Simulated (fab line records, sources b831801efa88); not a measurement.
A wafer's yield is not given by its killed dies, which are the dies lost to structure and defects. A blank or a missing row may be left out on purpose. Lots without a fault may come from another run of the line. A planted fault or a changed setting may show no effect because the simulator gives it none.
A single fault, viewed from 2 desks ; flow gf180mcu ; each desk holds nothing but its own numbers, with what lay behind them at the end

## FROM THE METROLOGY DESK
Lot by lot, what the gauges showed, no matter which tool ran the lot: averages of those sampled wafers that carry a number. The brackets show how far a lot's mean lies from the usual mean; more than 4 standard deviations puts the lot out of limits, marked OUT.
Columns: A = HV_LDD_02_OVL at GF_HV_LDD_OVL_MEAS_32, usual -0.6 nm; B = SALICIDE_TIN_RS at GF_SALICIDE_RS_MEAS_04, usual 16.3 ohm/sq; C = CONTACT_CVD_00_THK at GF_CONTACT_THK_MEAS_01, usual 300.5 nm; D = CONTACT_CVD_02_THK at GF_CONTACT_THK_MEAS_03, usual 858 nm
lot;first seen here;A;B;C;D
L517;day 11 16:17;0.3;16.6;300.7;869
L518;day 11 22:55;-1.0;16.4;299.1;861
L520;day 12 18:46;-1.1;15.9;292.7;851
L521;day 12 22:26;-0.5;16.6;297.0;859
L522;day 13 10:05;0.2;16.1;300.7;862
L523;day 13 17:08;1.0;16.1;303.5;859
L528;day 15 04:10;-0.2;16.8;263.1 (-13) OUT;854
L530;day 16 03:23;-1.2;16.5;281.6 (-6.5) OUT;868
L534;day 17 09:31;0.7;15.7;299.8;840
L536;day 18 06:20;-0.2;15.7;301.7;857
L537;day 18 11:49;-0.6;16.7;299.3;859
L538;day 18 15:43;-1.3;16.2;301.7;837
L539;day 18 23:11;-0.5;16.2;300.5;856
This desk finds L528, L530 out of limits, with the earliest case on L528 at day 19 05:31 (CONTACT_CVD_00_THK at GF_CONTACT_THK_MEAS_01). L517, L518, L520, L521, L522, L523, L534, L536, L537, L538, L539: within limits.

## AT THE TOOL OWNER'S DESK: hdpcvd-02
The tool's own readings at GF_CONTACT_CVD_00 (deposits SiO2, target thk 300 nm, time 50 s): means of the sampled wafers that have a number, for each lot that ran on this tool. The brackets show how far a lot's mean lies from the usual mean; more than 4 standard deviations puts the lot out of limits, marked OUT.
Columns: A = sih4_flow_sccm at GF_CONTACT_CVD_00, usual 60.00 sccm
lot;first seen here;A
L517;day 15 07:52;59.96
L518;day 15 14:50;60.01
L522;day 17 05:58;59.91
L523;day 17 14:29;59.94
L528;day 19 05:28;51.98 (-45) OUT
L530;day 20 05:59;56.19 (-21) OUT
L536;day 22 11:23;60.03
L538;day 22 20:38;60.13
L539;day 23 03:32;60.00
This desk finds L528, L530 out of limits, L528 being first, at day 19 05:28 (sih4_flow_sccm at GF_CONTACT_CVD_00). L517, L518, L522, L523, L536, L538, L539: within limits.

## PUT TOGETHER
The tool owner's desk could have raised an alarm at day 19 05:28, on L528, L530.
On L528, L530, the metrology desk was in a position to raise an alarm at day 19 05:31.
The lots listed all ran GF_CONTACT_CVD_00 on hdpcvd-02.

## WHAT HAD BEEN PUT IN BY THE SIMULATOR
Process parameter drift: hdpcvd-02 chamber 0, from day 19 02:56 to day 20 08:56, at GF_CONTACT_CVD_00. Setting sih4_flow_sccm shifted by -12 from 60. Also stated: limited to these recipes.
Shown lots that were struck: L528, L530.
Counting hours from when the fault started, the first reading out of limits came at 3 for the tool owner's desk and at 3 for the metrology desk.
